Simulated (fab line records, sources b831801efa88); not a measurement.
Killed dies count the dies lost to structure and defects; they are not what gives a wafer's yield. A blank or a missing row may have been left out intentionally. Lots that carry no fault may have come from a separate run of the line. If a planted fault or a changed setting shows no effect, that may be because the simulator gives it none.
fab line records | flow sky130
record: lots: 11 | wafers: 33 | lastDay: 50
route steps=708 shown VT_ADJUST_LVTN@115 SONOS_ONO@185 RES_PROTECT@215 POLY_GATE@234
lots untouched by any fault: they come from a run of this same line in which no faults occurred
startH: start of the lot's first displayed wafer, in hours after the record's first day | waitH: hours elapsed since this lot's preceding step | " identical to the entry in the row above | L1.1+2: a row that stands for several wafers | - either no value or no given start | * or withheld: withheld | < > ~ a bound
route shown NAME@n: NAME is a module with steps in the file, n the number in the route of the first one | usual: mean/standard deviation of fault-free wafers | same: alike in all rows | chamber/n: place in a boat | sites: the reading at each site | _std_site: standard deviation across them | _edge_site: mean of outer sites minus mean of inner sites | radiusMm: for every site, how far away it sits from the centre of the wafer | mask NAME#n: copy n | behind: the tool/chamber that last shaped the wafer | hold: why the lot went on hold/how many hours it stayed there/how the hold came to an end | device: which transistor (n, p or np) failed to switch | end of line: at the end of the route, the tests of the same wafers | a step with no rows: only its recipe | killed: dies that structure and defects cost at the first sort, which is not the same as the wafer's yield | map: a wafer's dies, x killed, . not, _ none there
set.NAME: the setting as run; set.NAME@STEP: as run at that earlier step | model.NAME: the simulator's own value behind a step, which no gauge read
steps of the route over a sample of lots; a table a step, a row a wafer
services: from which hour (startH, from the record's first day; less than 0 if before it) a tool's chamber was out of use, for how many hours, and why
== steps ==
step: SKY_VT_ADJUST_LVTN_OVL_MEAS_18
usual: VT_ADJUST_LVTN_01_OVL: 0.5/1.3
lot.wafer | tool       | chamber | startH | waitH | VT_ADJUST_LVTN_01_OVL[nm]
L733.2    | overlay-02 | -       | 166.74 | 0.1   | 0.4
L733.3    | "          | -       | "      | "     | 1.4
L733.4    | "          | -       | "      | "     | 1.6
L738.1    | overlay-02 | -       | 200.52 | 0.1   | -1.1
L738.4    | "          | -       | "      | "     | -1.6
L738.5    | "          | -       | "      | "     | -1.1
L740.1    | overlay-01 | -       | 207.23 | 0.1   | 0.7
L740.3    | "          | -       | "      | "     | 1.3
L740.4    | "          | -       | "      | "     | 1.4
L743.1    | overlay-02 | -       | 230.57 | 0.1   | -1.5
L743.3    | "          | -       | "      | "     | 0.1
L743.6    | "          | -       | "      | "     | -0.1
L745.1    | overlay-01 | -       | 247.82 | 0.1   | -0.1
L745.3    | "          | -       | "      | "     | -0.4
L745.4    | "          | -       | "      | "     | -0.6
L746.3    | overlay-01 | -       | 250.33 | 0.1   | 0.3
L746.5    | "          | -       | "      | "     | 2.4
L746.6    | "          | -       | "      | "     | 3.1
L747.2    | overlay-01 | -       | 259.42 | 0.1   | 0.9
L747.3    | "          | -       | "      | "     | 2.4
L747.6    | "          | -       | "      | "     | 2.0
L748.1    | overlay-02 | -       | 266.47 | 0.1   | 0.4
L748.2    | "          | -       | "      | "     | -1.9
L748.5    | "          | -       | "      | "     | -1.1
L749.1    | overlay-01 | -       | 275.18 | 0.1   | -0.2
L749.3    | "          | -       | "      | "     | 1.5
L749.6    | "          | -       | "      | "     | -0.4
L750.2    | overlay-02 | -       | 280.24 | 0.1   | -0.5
L750.3    | "          | -       | "      | "     | 0.6
L750.6    | "          | -       | "      | "     | 0.3
L755.3    | overlay-01 | -       | 314.44 | 0.1   | -1.7
L755.4    | "          | -       | "      | "     | -0.1
L755.5    | "          | -       | "      | "     | -0.5
step: SKY_SONOS_ONO_STRIP_17
recipe: chemistry: O2/N2 | powerW: 1400 | pressureMtorr: 1500 | platenTempC: withheld | o2FlowSccm: 3000 | n2FlowSccm: 300 | overashFraction: 0.5
usual: chamberPressureMTorr: 1500.0/1.4 | drypumpMotorCurrentA: 5.7/0.56 | oesProductAu: 0.710/0.0045 | stripTimeToEndpointS: 14.09/0.046
lot.wafer | tool           | chamber | startH | waitH | chamberPressureMTorr | drypumpMotorCurrentA | oesProductAu | rfHoursCounterH | stripTimeToEndpointS
L733.2    | plasmaAsher-03 | 1       | 287.48 | 0.0   | 1497.8               | 6.7                  | 0.710        | 20              | 14.07
L733.3    | "              | 0       | "      | "     | 1497.5               | 5.9                  | 0.703        | -               | 14.01
L733.4    | "              | 1       | "      | "     | 1499.6               | 6.8                  | 0.710        | -               | 14.06
L738.1    | plasmaAsher-03 | 1       | 331.07 | 0.0   | 1501.1               | 6.7                  | 0.713        | 25              | 14.00
L738.4    | "              | 1       | "      | "     | 1501.2               | 6.7                  | 0.712        | -               | 14.04
L738.5    | "              | 1       | "      | "     | 1497.9               | 6.8                  | 0.707        | -               | 14.03
L740.1    | plasmaAsher-03 | 1       | 338.83 | 0.0   | 1499.9               | 6.7                  | 0.706        | 26              | 14.11
L740.3    | "              | 0       | "      | "     | 1500.4               | 5.9                  | 0.710        | -               | 14.08
L740.4    | "              | 1       | "      | "     | 1499.4               | 6.7                  | 0.709        | -               | 14.15
L743.1    | plasmaAsher-03 | 0       | 364.39 | 0.0   | 1499.4               | 5.9                  | 0.714        | 29              | 14.03
L743.3    | "              | 0       | "      | "     | 1501.2               | 5.8                  | 0.704        | -               | 13.99
L743.6    | "              | 1       | "      | "     | 1499.6               | 6.7                  | 0.710        | -               | 14.03
L745.1    | plasmaAsher-03 | 1       | 387.42 | 0.0   | 1499.5               | 6.7                  | 0.712        | 31              | 14.16
L745.3    | "              | 0       | "      | "     | 1501.1               | 5.9                  | 0.706        | -               | 14.11
L745.4    | "              | 1       | "      | "     | 1501.4               | 6.7                  | 0.717        | -               | 14.13
L746.3    | plasmaAsher-02 | 0       | 389.82 | 0.0   | 1499.7               | 5.7                  | 0.711        | -               | 14.04
L746.5    | "              | 0       | "      | "     | 1500.1               | 5.7                  | 0.710        | -               | 14.07
L746.6    | "              | 1       | "      | "     | 1501.0               | 5.4                  | 0.704        | -               | 14.14
L747.2    | plasmaAsher-04 | 0       | 396.49 | 0.0   | 1498.8               | 5.2                  | 0.715        | 49              | 14.09
L747.3    | "              | 0       | "      | "     | 1501.8               | 5.2                  | 0.707        | -               | 14.10
L747.6    | "              | 1       | "      | "     | 1499.0               | 5.2                  | 0.707        | -               | 14.09
L748.1    | plasmaAsher-02 | 0       | 406.17 | 0.0   | 1499.7               | 5.7                  | 0.710        | 67              | 14.12
L748.2    | "              | 1       | "      | "     | 1500.7               | 5.4                  | 0.698        | 67              | 14.11
L748.5    | "              | 1       | "      | "     | 1499.9               | 5.4                  | 0.709        | -               | 14.09
L749.1    | plasmaAsher-04 | 0       | 418.42 | 0.0   | 1500.2               | 5.2                  | 0.708        | 51              | 14.07
L749.3    | "              | 0       | "      | "     | 1499.3               | 5.2                  | 0.702        | -               | 14.11
L749.6    | "              | 0       | "      | "     | 1499.8               | 5.2                  | 0.702        | -               | 14.12
L750.2    | plasmaAsher-04 | 0       | 424.02 | 0.0   | 1501.5               | 5.2                  | 0.714        | 52              | 14.14
L750.3    | "              | 0       | "      | "     | 1498.6               | 5.2                  | 0.706        | -               | 14.18
L750.6    | "              | 0       | "      | "     | 1501.1               | 5.2                  | 0.712        | -               | 14.14
L755.3    | plasmaAsher-04 | 1       | 465.81 | 0.0   | 1500.0               | 5.2                  | 0.701        | -               | 14.09
L755.4    | "              | 0       | "      | "     | 1498.9               | 5.2                  | 0.709        | -               | 14.08
L755.5    | "              | 1       | "      | "     | 1499.8               | 5.2                  | 0.713        | -               | 14.05
step: SKY_RES_PROTECT_TW_MEAS_08
usual: POLY_GATE_TW: 4038/32
lot.wafer | tool         | chamber | startH | waitH | POLY_GATE_TW
L733.2    | filmMetro-01 | -       | 348.14 | 0.1   | 4020
L733.3    | "            | -       | "      | "     | 4016
L733.4    | "            | -       | "      | "     | 4003
L738.1    | filmMetro-02 | -       | 393.28 | 0.1   | 4008
L738.4    | "            | -       | "      | "     | 3995
L738.5    | "            | -       | "      | "     | 4011
L740.1    | filmMetro-01 | -       | 400.55 | 0.1   | 4014
L740.3    | "            | -       | "      | "     | 4023
L740.4    | "            | -       | "      | "     | 4028
L743.1    | filmMetro-02 | -       | 430.26 | 0.1   | 4003
L743.3    | "            | -       | "      | "     | 3990
L743.6    | "            | -       | "      | "     | 3986
L745.1    | filmMetro-01 | -       | 456.33 | 0.1   | 4006
L745.3    | "            | -       | "      | "     | 4017
L745.4    | "            | -       | "      | "     | 4050
L746.3    | filmMetro-01 | -       | 459.68 | 0.1   | 4012
L746.5    | "            | -       | "      | "     | 4014
L746.6    | "            | -       | "      | "     | 4009
L747.2    | filmMetro-04 | -       | 466.74 | 0.1   | 4085
L747.3    | "            | -       | "      | "     | 4070
L747.6    | "            | -       | "      | "     | 4071
L748.1    | filmMetro-04 | -       | 473.93 | 0.1   | 4062
L748.2    | "            | -       | "      | "     | 4061
L748.5    | "            | -       | "      | "     | 4064
L749.1    | filmMetro-01 | -       | 484.53 | 0.1   | 4050
L749.3    | "            | -       | "      | "     | 4048
L749.6    | "            | -       | "      | "     | 4056
L750.2    | filmMetro-04 | -       | 491.69 | 0.1   | 4087
L750.3    | "            | -       | "      | "     | 4094
L750.6    | "            | -       | "      | "     | 4106
L755.3    | filmMetro-02 | -       | 531.40 | 0.1   | 4021
L755.4    | "            | -       | "      | "     | 3985
L755.5    | "            | -       | "      | "     | 4018
step: SKY_POLY_GATE_OXIDATION_20
recipe: tempC: 850 | ambient: O2 | stabiliseS: 600 | purgeS: 300 | targetThkA: 40 | oxTimeS: 899
usual: spikeTcBottomC: 866.3/2.8 | spikeTcCentreC: 850.3/1.2 | spikeTcLowerC: 849.9/1.1 | spikeTcTopC: 861.6/1 | spikeTcUpperC: 849.6/1.3 | tubeCenterTempC: 850/0.08 | tube_center_temp_C_max: 852.1/0.35
lot.wafer | tool       | chamber | startH | waitH | spikeTcBottomC | spikeTcCentreC | spikeTcLowerC | spikeTcTopC | spikeTcUpperC | tubeCenterTempC | tube_center_temp_C_max
L733.2    | furnace-02 | 0       | 383.61 | 0.1   | 866.2          | 850.8          | 850.7         | 861.3       | 850.0         | 849.98          | 852.4
L733.3    | "          | 0       | "      | "     | 865.0          | 851.1          | 852.4         | 861.9       | 851.5         | 850.14          | 852.7
L733.4    | "          | 0       | "      | "     | 863.5          | 850.7          | 851.4         | 861.9       | 850.0         | 849.98          | 851.6
L738.1    | furnace-02 | 0       | 429.55 | 2.6   | 864.0          | 849.7          | 850.2         | 861.2       | 848.9         | 849.86          | 852.6
L738.4    | "          | 0       | "      | "     | 865.5          | 850.0          | 851.2         | 859.0       | 848.8         | 850.07          | 851.9
L738.5    | "          | 0       | "      | "     | 862.9          | 849.6          | 850.1         | 859.5       | 849.9         | 850.03          | 852.0
L740.1    | furnace-02 | 0       | 436.75 | 3.3   | 865.1          | 850.3          | 849.0         | 860.6       | 851.4         | 850.11          | 851.9
L740.3    | "          | 0       | "      | "     | 863.5          | 851.6          | 851.5         | 861.3       | 850.9         | 850.07          | 852.1
L740.4    | "          | 0       | "      | "     | 863.0          | 850.5          | 849.5         | 862.6       | 850.4         | 850.01          | 852.6
L743.1    | furnace-02 | 0       | 463.86 | 0.1   | 863.5          | 852.1          | 849.1         | 862.7       | 850.5         | 849.99          | 852.0
L743.3    | "          | 0       | "      | "     | 863.9          | 852.1          | 850.4         | 861.6       | 850.0         | 850.09          | 852.5
L743.6    | "          | 0       | "      | "     | 864.1          | 850.6          | 850.4         | 861.2       | 851.5         | 850.01          | 852.1
L745.1    | furnace-01 | 0       | 489.61 | 0.0   | 868.5          | 850.8          | 848.7         | 861.5       | 849.4         | 850.01          | 852.1
L745.3    | "          | 0       | "      | "     | 868.6          | 849.4          | 849.5         | 862.0       | 849.2         | 849.96          | 851.7
L745.4    | "          | 0       | "      | "     | 870.6          | 849.4          | 849.6         | 862.4       | 850.7         | 850.01          | 852.1
L746.3    | furnace-02 | 0       | 494.90 | 2.2   | 863.7          | 849.7          | 849.5         | 861.5       | 850.1         | 849.98          | 851.7
L746.5    | "          | 0       | "      | "     | 862.6          | 849.8          | 850.4         | 860.0       | 848.1         | 849.93          | 852.2
L746.6    | "          | 0       | "      | "     | 864.4          | 851.7          | 852.3         | 862.2       | 852.0         | 849.99          | 852.5
L747.2    | furnace-02 | 0       | 499.41 | 0.0   | 876.5          | 861.9          | 861.7         | 873.2       | 861.5         | 861.27          | 863.4
L747.3    | "          | 0       | "      | "     | 875.7          | 863.0          | 862.4         | 873.2       | 860.0         | 861.05          | 863.2
L747.6    | "          | 0       | "      | "     | 875.4          | 861.5          | 861.4         | 871.8       | 862.0         | 861.04          | 863.5
L748.1    | furnace-02 | 0       | 506.77 | 0.0   | 876.1          | 860.7          | 861.4         | 872.7       | 861.3         | 861.3           | 863.1
L748.2    | "          | 0       | "      | "     | 874.0          | 862.2          | 862.1         | 872.5       | 861.8         | 861.12          | 863.1
L748.5    | "          | 0       | "      | "     | 874.8          | 862.5          | 861.4         | 872.4       | 863.9         | 861.15          | 862.9
L749.1    | furnace-01 | 0       | 517.72 | 0.0   | 868.9          | 849.9          | 849.0         | 859.0       | 847.8         | 849.99          | 851.7
L749.3    | "          | 0       | "      | "     | 867.8          | 848.8          | 850.0         | 862.5       | 850.0         | 850.06          | 852.0
L749.6    | "          | 0       | "      | "     | 868.0          | 848.9          | 849.6         | 859.8       | 848.0         | 850.05          | 851.8
L750.2    | furnace-02 | 0       | 522.93 | 0.0   | 873.6          | 861.2          | 861.2         | 872.2       | 861.8         | 861.19          | 862.9
L750.3    | "          | 0       | "      | "     | 876.1          | 862.1          | 862.4         | 873.4       | 862.0         | 861.11          | 863.3
L750.6    | "          | 0       | "      | "     | 874.2          | 861.8          | 862.9         | 872.8       | 860.3         | 861.09          | 863.8
L755.3    | furnace-01 | 0       | 564.13 | 1.1   | 868.8          | 849.3          | 850.0         | 862.7       | 848.3         | 850.01          | 851.8
L755.4    | "          | 0       | "      | "     | 869.8          | 847.5          | 848.4         | 861.5       | 849.7         | 850.03          | 851.8
L755.5    | "          | 0       | "      | "     | 870.3          | 849.7          | 849.6         | 861.8       | 847.4         | 849.98          | 852.3
step: SKY_POLY_GATE_THK_MEAS_21
recipe: reads: SiO2_of_POLY_GATE_OXIDATION_20
usual: POLY_GATE_OXIDATION_THK: 4.01/0.094
lot.wafer | tool         | chamber | startH | waitH | POLY_GATE_OXIDATION_THK[nm]
L733.2    | filmMetro-01 | -       | 384.87 | 0.0   | 3.96
L733.3    | "            | -       | "      | "     | 3.98
L733.4    | "            | -       | "      | "     | 4.08
L738.1    | filmMetro-01 | -       | 430.80 | 0.0   | 3.95
L738.4    | "            | -       | "      | "     | 3.95
L738.5    | "            | -       | "      | "     | 3.94
L740.1    | filmMetro-03 | -       | 438.00 | 0.0   | 4.02
L740.3    | "            | -       | "      | "     | 4.03
L740.4    | "            | -       | "      | "     | 3.94
L743.1    | filmMetro-01 | -       | 465.11 | 0.0   | 3.98
L743.3    | "            | -       | "      | "     | 3.99
L743.6    | "            | -       | "      | "     | 4.00
L745.1    | filmMetro-01 | -       | 490.86 | 0.0   | 3.99
L745.3    | "            | -       | "      | "     | 3.95
L745.4    | "            | -       | "      | "     | 3.91
L746.3    | filmMetro-02 | -       | 496.17 | 0.0   | 3.94
L746.5    | "            | -       | "      | "     | 3.83
L746.6    | "            | -       | "      | "     | 3.95
L747.2    | filmMetro-01 | -       | 500.67 | 0.0   | 4.81
L747.3    | "            | -       | "      | "     | 4.85
L747.6    | "            | -       | "      | "     | 4.78
L748.1    | filmMetro-01 | -       | 508.02 | 0.0   | 4.84
L748.2    | "            | -       | "      | "     | 4.81
L748.5    | "            | -       | "      | "     | 4.78
L749.1    | filmMetro-01 | -       | 518.97 | 0.0   | 3.98
L749.3    | "            | -       | "      | "     | 4.06
L749.6    | "            | -       | "      | "     | 4.04
L750.2    | filmMetro-01 | -       | 524.19 | 0.0   | 4.74
L750.3    | "            | -       | "      | "     | 4.67
L750.6    | "            | -       | "      | "     | 4.71
L755.3    | filmMetro-02 | -       | 565.40 | 0.0   | 3.90
L755.4    | "            | -       | "      | "     | 3.80
L755.5    | "            | -       | "      | "     | 3.83
== services ==
tool           | chamber | startH | hours | kind
furnace-01     | -       | 286.45 | 3.4   | pm
furnace-02     | -       | 291.73 | 3.8   | pm
plasmaAsher-02 | -       | 326.09 | 23.3  | repair
furnace-01     | -       | 381.03 | 3.8   | pm
plasmaAsher-04 | -       | 381.06 | 14.6  | pm
plasmaAsher-04 | -       | 401.93 | 1.6   | repair
furnace-02     | -       | 419.23 | 3.5   | pm
plasmaAsher-03 | -       | 448.48 | 2.4   | repair
furnace-02     | -       | 525.37 | 4.1   | pm
furnace-01     | -       | 548.85 | 3.2   | pm
== key ==
firstSign: step: SKY_POLY_GATE_OXIDATION_20 | reading: tubeCenterTempC | direction: up | sigmas: 99+ | usual: * | struck: *
effect: step: SKY_POLY_GATE_OXIDATION_20 | reading: tube_center_temp_C_max | direction: up | sigmas: 32 | usual: * | struck: *
effect: step: SKY_POLY_GATE_THK_MEAS_21 | reading: POLY_GATE_OXIDATION_THK | direction: up | sigmas: 8.1 | usual: 4.01 | struck: 4.78
metAt SKY_POLY_GATE_OXIDATION_20
struckLots L747,L748,L750
testerLeftOut L747,L748,L750
notActingAt SKY_VT_ADJUST_LVTN_OVL_MEAS_18,SKY_SONOS_ONO_STRIP_17,SKY_RES_PROTECT_TW_MEAS_08
onsetBetween 494.90 499.41
fault: kind: processParameterDrift | tool: furnace-02 | chamber: - | onsetH: 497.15 | steps: SKY_POLY_GATE_OXIDATION_20 | channel: tempC | offset: * | shape: step | endH: 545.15 | actsIn: * | stated: *
testerLeftOut: of these lots the tester's yield and bins aren't shown, on N5 and GAA mostly nor the transistor test; their killed dies are dies lost to structure and defects alone, not to doping, threshold or leakage, so they don't give the yield
